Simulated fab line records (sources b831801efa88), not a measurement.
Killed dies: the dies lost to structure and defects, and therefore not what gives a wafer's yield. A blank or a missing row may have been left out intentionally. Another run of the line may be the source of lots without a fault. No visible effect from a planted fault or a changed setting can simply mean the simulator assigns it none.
Tool commonality check :: flow sky130 :: 33 wafers sampled across 11 lots

## WHAT PROMPTED THE OPENING
At SKY_SPACER_THK_MEAS_01 the reading SPACER_CVD_00_THK is flagged on 3 of 11 lots. Wafers without a fault read 43.1 nm, standard deviation 0.48.
Rule: flag the lot when none of its wafers has a number, or when each of its wafers that has one lies beyond 4 standard deviations from that mean. As for the other lots, they are considered sound.

lot: L454
measured: day 23 15:27
on: film-metro-01
SPACER_CVD_00_THK (nm), wafer by wafer: 49.0 49.2 49.3
flag: FLAGGED

lot: L455
measured: day 23 23:00
on: film-metro-02
SPACER_CVD_00_THK (nm), wafer by wafer: 49.0 48.4 48.8
flag: FLAGGED

lot: L456
measured: day 24 08:17
on: film-metro-02
SPACER_CVD_00_THK (nm), wafer by wafer: 49.4 49.1 49.2
flag: FLAGGED

lot: L465
measured: day 27 20:26
on: film-metro-02
SPACER_CVD_00_THK (nm), wafer by wafer: 42.8 42.9 42.5
flag: 

lot: L466
measured: day 27 23:39
on: film-metro-02
SPACER_CVD_00_THK (nm), wafer by wafer: 42.2 42.1 42.4
flag: 

lot: L467
measured: day 28 05:55
on: film-metro-03
SPACER_CVD_00_THK (nm), wafer by wafer: 42.5 42.4 42.3
flag: 

lot: L468
measured: day 28 12:48
on: film-metro-03
SPACER_CVD_00_THK (nm), wafer by wafer: 42.9 42.9 43.0
flag: 

lot: L469
measured: day 29 00:59
on: film-metro-01
SPACER_CVD_00_THK (nm), wafer by wafer: 42.3 42.5 42.4
flag: 

lot: L470
measured: day 29 07:46
on: film-metro-03
SPACER_CVD_00_THK (nm), wafer by wafer: 44.0 43.6 43.7
flag: 

lot: L472
measured: day 29 20:37
on: film-metro-02
SPACER_CVD_00_THK (nm), wafer by wafer: 43.1 43.6 43.3
flag: 

lot: L474
measured: day 30 11:57
on: film-metro-03
SPACER_CVD_00_THK (nm), wafer by wafer: 43.8 43.6 43.7
flag: 
Average over the flagged lots: 49.0 nm; offset from the usual +5.9 nm, equal to +12 standard deviations.

## EACH LOT AND THE TOOL IT RAN ON
The record keeps 1 process step preceding the reading, out of 708 steps on the route. Cell contents, in order: the tool; ch with the chambers the sampled wafers went through; the start.
lot: L454
flag: FLAGGED
SKY_SPACER_CVD_00: lpcvd-02 ch 0, day 23 14:14

lot: L455
flag: FLAGGED
SKY_SPACER_CVD_00: lpcvd-02 ch 1, day 23 21:47

lot: L456
flag: FLAGGED
SKY_SPACER_CVD_00: lpcvd-02 ch 0, day 24 07:05

lot: L465
flag: 
SKY_SPACER_CVD_00: lpcvd-02 ch 1, day 27 19:14

lot: L466
flag: 
SKY_SPACER_CVD_00: lpcvd-02 ch 1, day 27 22:26

lot: L467
flag: 
SKY_SPACER_CVD_00: lpcvd-02 ch 0, day 28 04:43

lot: L468
flag: 
SKY_SPACER_CVD_00: lpcvd-02 ch 0, day 28 11:35

lot: L469
flag: 
SKY_SPACER_CVD_00: lpcvd-02 ch 0, day 28 23:47

lot: L470
flag: 
SKY_SPACER_CVD_00: lpcvd-02 ch 1, day 29 05:57

lot: L472
flag: 
SKY_SPACER_CVD_00: lpcvd-02 ch 0, day 29 19:23

lot: L474
flag: 
SKY_SPACER_CVD_00: lpcvd-02 ch 1, day 30 10:44
What is done by these steps:
- SKY_SPACER_CVD_00: deposits Si3N4 from DCS/NH3, target thk 43.1 nm, time 740 s.
- SKY_SPACER_THK_MEAS_01

## FLAGGED AGAINST TOTAL, ONE TOOL AT A TIME (gauges that did the reading follow at the end)
step: SKY_SPACER_CVD_00
tool: lpcvd-02
lots run: 11
flagged: 3
share of the flagged lots: all
sound lots run after its first flagged lot: 8 (L465,L466,L467,L468,L469,L470,L472,L474)

step: SKY_SPACER_THK_MEAS_01
tool: film-metro-01
lots run: 2
flagged: 1
share of the flagged lots: some
sound lots run after its first flagged lot: 1 (L469)

step: SKY_SPACER_THK_MEAS_01
tool: film-metro-02
lots run: 5
flagged: 2
share of the flagged lots: some
sound lots run after its first flagged lot: 3 (L465,L466,L472)

step: SKY_SPACER_THK_MEAS_01
tool: film-metro-03
lots run: 4
flagged: 0
share of the flagged lots: none
sound lots run after its first flagged lot: -

## WHAT IS ALLOWED BY THE TABLE
In the table, 1 row covers all flagged lots: lpcvd-02 at SKY_SPACER_CVD_00.
- lpcvd-02 at SKY_SPACER_CVD_00: 3 of its 11 lots flagged. Lots that were sound ran on it after the first flagged one (L465, L466, L467, L468, L469, L470, L472, L474); a persistent fault on the entire tool would not allow that.
Every row of the table either missed a flagged lot or ran a sound lot after the first.

## WHAT THE SIMULATOR HAD PUT IN
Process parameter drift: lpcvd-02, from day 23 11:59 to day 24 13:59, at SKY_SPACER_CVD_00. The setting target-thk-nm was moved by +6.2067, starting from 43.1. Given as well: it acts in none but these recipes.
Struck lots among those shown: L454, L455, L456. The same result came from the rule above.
